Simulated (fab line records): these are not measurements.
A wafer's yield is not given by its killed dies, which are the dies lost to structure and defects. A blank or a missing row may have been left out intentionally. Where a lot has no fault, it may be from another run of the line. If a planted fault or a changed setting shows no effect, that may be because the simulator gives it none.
The tool behind it: which one? | flow gf180mcu | 18 wafers from 6 lots sampled at 3 of the route's 602 steps

WHAT THE GAUGES READ, wafer by wafer
GF_V1_THK_MEAS_01.
lot  | measured     | on           | V1_CVD_00_THK (nm)
L591 | day 17 23:11 | filmMetro-03 | 602 598 601
L593 | day 18 17:54 | filmMetro-03 | 593 595 597
L595 | day 19 11:55 | filmMetro-03 | 600 599 592
L599 | day 20 23:43 | filmMetro-02 | 604 601 608
L601 | day 21 20:41 | filmMetro-04 | 608 606 601
L608 | day 23 23:13 | filmMetro-02 | 588 597 593

EACH LOT AND THE TOOL THAT RAN IT (in order: tool; ch and the chambers of the sampled wafers; start)
lot  | GF_MVPSD_EXPOSE_04                | GF_CONTACT_ETCH_17
L591 | ilineStepper-02 ch 0, day 5 06:34 | rieDiel-04 ch 1,2,3, day 17 23:11 or earlier
L593 | ilineStepper-01 ch 0, day 5 20:24 | rieDiel-01 ch 0,1,3, day 18 17:54 or earlier
L595 | ilineStepper-01 ch 0, day 6 04:27 | rieDiel-04 ch 0,1, day 19 11:55 or earlier
L599 | ilineStepper-02 ch 0, day 7 04:50 | rieDiel-01 ch 0,1, day 20 23:43 or earlier
L601 | ilineStepper-02 ch 0, day 7 18:20 | rieDiel-01 ch 1,3, day 21 20:41 or earlier
L608 | ilineStepper-01 ch 0, day 9 08:28 | rieDiel-02 ch 0,1,2, day 23 23:13 or earlier
- GF_MVPSD_EXPOSE_04: exposes mask MVPSD, target cd 1000 nm.
- GF_CONTACT_ETCH_17: etches SiO2 in C4F8/O2/Ar, stops on CoSi2, target depth 860 nm.

THE ANSWER, worked out from the rows above alone
Rule: the usual values come from the lots themselves. The widest of any qualifying gaps counts: lots, ordered by their means at a reading, are off when they make up no more than a third of the lots, leave a main group of 4 or more, and stand apart from it by 3 or more times the standard deviation of that group's means. Not used: any main group whose means are identical at the precision the tables above print for the reading. A lot without any number at a reading at which 4 lots or more have one is off too. Any other lot the step has rows for is counted as sound.
None of the lots is off at any reading shown; this tells nothing.

WHAT THE SIMULATOR PUT IN
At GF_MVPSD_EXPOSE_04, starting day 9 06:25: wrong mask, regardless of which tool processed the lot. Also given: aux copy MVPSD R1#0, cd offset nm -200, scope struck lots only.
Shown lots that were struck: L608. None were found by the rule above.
